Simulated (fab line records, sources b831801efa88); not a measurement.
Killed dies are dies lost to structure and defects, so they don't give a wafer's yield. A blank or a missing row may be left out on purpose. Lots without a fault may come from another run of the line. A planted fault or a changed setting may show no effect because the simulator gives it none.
A struck lot beside a sound one | flow gf180mcu | 21 steps out of a route of 602
Sound: wafers L228.2, L228.3, L228.6. Struck: wafer L239.3. (L239.6 of the same lot was not struck and is left out.) The cause comes at the end.
At each step with rows: each side's tool, then ch and its chambers, then its first start. Under that, the readings that differ: sound wafers | struck wafers | difference of the means | sigmas: that difference in standard deviations of wafers without a fault.
alike: readings whose means differ by less than 2 such deviations, and words and numbers that are the same on both sides. not compared: withheld readings, readings that some wafer has no value for, bounds like >300 that may hide the same value, and numbers for which the record gives no deviation and whose values overlap.
The two part at a step that has a row with sigmas, a row that says differs or no value, or rows on one side only. Numbers that don't overlap but have no deviation are shown without sigmas and don't part them. A reading that every wafer of one side lacks parts them only if that side has two wafers or more.

GF_TOP_METAL_CD_MEAS_14: target cd 440 nm.
  sound on cd_sem-01, day 29 20:36; struck on cd_sem-02, day 33 12:46
  reading    | sound             | struck | difference | sigmas
  cd_nm (nm) | 445.1 442.8 443.9 | 436.5  | -7.4       | -3
GF_TOP_METAL_OVL_MEAS_15:
  sound on overlay-02, day 29 20:43; struck on overlay-01, day 33 12:52
  alike: TOP_METAL_OVL
GF_TOP_METAL_METAL_ETCH_16: etches the open film in Cl2/BCl3, stops on SiO2, target depth 1197 nm, time 199.5 s.
  sound on rie_metal-01 ch 1, day 29 20:44; struck on rie_metal-01 ch 1, day 33 12:56
  reading               | sound             | struck | difference | sigmas
  oes_product_au (a.u.) | 0.987 0.979 0.987 | 0.997  | +0.013     | +2
  alike: drypump_motor_current_A, mfc_cl2_sccm, throttle_valve_pct
  not compared: rf_hours_counter_h
GF_TOP_METAL_STRIP_17: strips in O2/N2.
  sound on plasma_asher-04 ch 0,1, day 29 20:56; struck on plasma_asher-03 ch 1, day 33 13:06
  reading                      | sound             | struck | difference | sigmas
  oes_product_au (a.u.)        | 0.717 0.707 0.717 | 0.704  | -0.010     | -2
  strip_time_to_endpoint_s (s) | 13.14 13.08 13.05 | 12.83  | -0.26      | -3
  alike: drypump_motor_current_A, heater_power_w
  not compared: rf_hours_counter_h
then, 2 steps without rows for these wafers: GF_TOP_METAL_STRIP_18 (strips in post etch residue remover, time 1200 s); GF_TOP_METAL_CLEAN_19 (cleans in DIW).
GF_PASSIVATION_CVD_00: deposits SiO2 from TEOS, target thk 1000 nm, time 111.95 s.
  sound on pecvd-02 ch 1,2, day 29 21:28; struck on pecvd-04 ch 0, day 33 13:36
  alike: heater_power_w
GF_PASSIVATION_THK_MEAS_01:
  sound on film_metro-01, day 29 21:33; struck on film_metro-03, day 33 13:42
  reading                     | sound        | struck | difference | sigmas
  PASSIVATION_CVD_00_THK (nm) | 996 992 1020 | 966    | -37        | -2
GF_PASSIVATION_CVD_02: deposits Si3N4, target thk 700 nm, time 486.18 s.
  sound on pecvd-04 ch 1,2, day 29 21:36; struck on pecvd-02 ch 0, day 33 13:44
  alike: heater_power_w
GF_PASSIVATION_THK_MEAS_03:
  sound on film_metro-04, day 29 21:54; struck on film_metro-04, day 33 14:03
  alike: PASSIVATION_CVD_02_THK
then, 2 steps without rows for these wafers: GF_PASSIVATION_DEHYDRATE_04 (time 60 s); GF_PASSIVATION_HMDS_05 (prime time 60 s).
GF_PASSIVATION_COAT_06: resist thk 4000 nm.
  sound on litho_track-01 ch 0, day 30 06:53; struck on litho_track-03 ch 0, day 33 22:10
  reading                                       | sound          | struck | difference | sigmas
  model.coat_of_PASSIVATION_COAT_06.thk_nm (nm) | 3998 4003 4001 | 3933   | -68        |
  alike: resist_line_temp_C
then, 4 steps without rows for these wafers: GF_PASSIVATION_SOFTBAKE_07; GF_PASSIVATION_EXPOSE_08 (exposes mask Pad, target cd 40000 nm); GF_PASSIVATION_PEB_09; GF_PASSIVATION_DEVELOP_10 (develop time 60 s).
GF_PASSIVATION_ETCH_11: etches the open film in CF4/O2, stops on TiN, target depth 2040 nm, time 453.3 s.
  sound on rie_diel-03 ch 2,3, day 30 16:49; struck on rie_diel-01 ch 1, day 34 05:33
  reading                                       | sound             | struck | difference | sigmas
  throttle_valve_pct (%)                        | 5.971 5.975 5.955 | 5.992  | +0.025     | +2
  model.coat_of_PASSIVATION_COAT_06.thk_nm (nm) | 2624 2642 2631    | 2526   | -106       |
  alike: drypump_motor_current_A, oes_product_au
  not compared: rf_hours_counter_h
GF_PASSIVATION_STRIP_12: strips in O2/N2.
  sound on plasma_asher-02 ch 0, day 30 17:08; struck on plasma_asher-02 ch 1, day 34 05:51
  reading                      | sound          | struck | difference | sigmas
  strip_time_to_endpoint_s (s) | 32.8 33.0 32.9 | 31.6   | -1.3       | -3
  alike: drypump_motor_current_A, heater_power_w, oes_product_au
  not compared: rf_hours_counter_h
then, 1 step without rows for these wafers: GF_PASSIVATION_ANNEAL_13 (time 1800 s).
GF_PASSIVATION_PROBE_99:
  the record has rows for the struck wafers here (prober-01, day 34 07:38) and none for the sound ones

WHERE THEY PART
First at GF_TOP_METAL_CD_MEAS_14; last, within this record, at GF_PASSIVATION_PROBE_99.

WHY: what the simulator had put in
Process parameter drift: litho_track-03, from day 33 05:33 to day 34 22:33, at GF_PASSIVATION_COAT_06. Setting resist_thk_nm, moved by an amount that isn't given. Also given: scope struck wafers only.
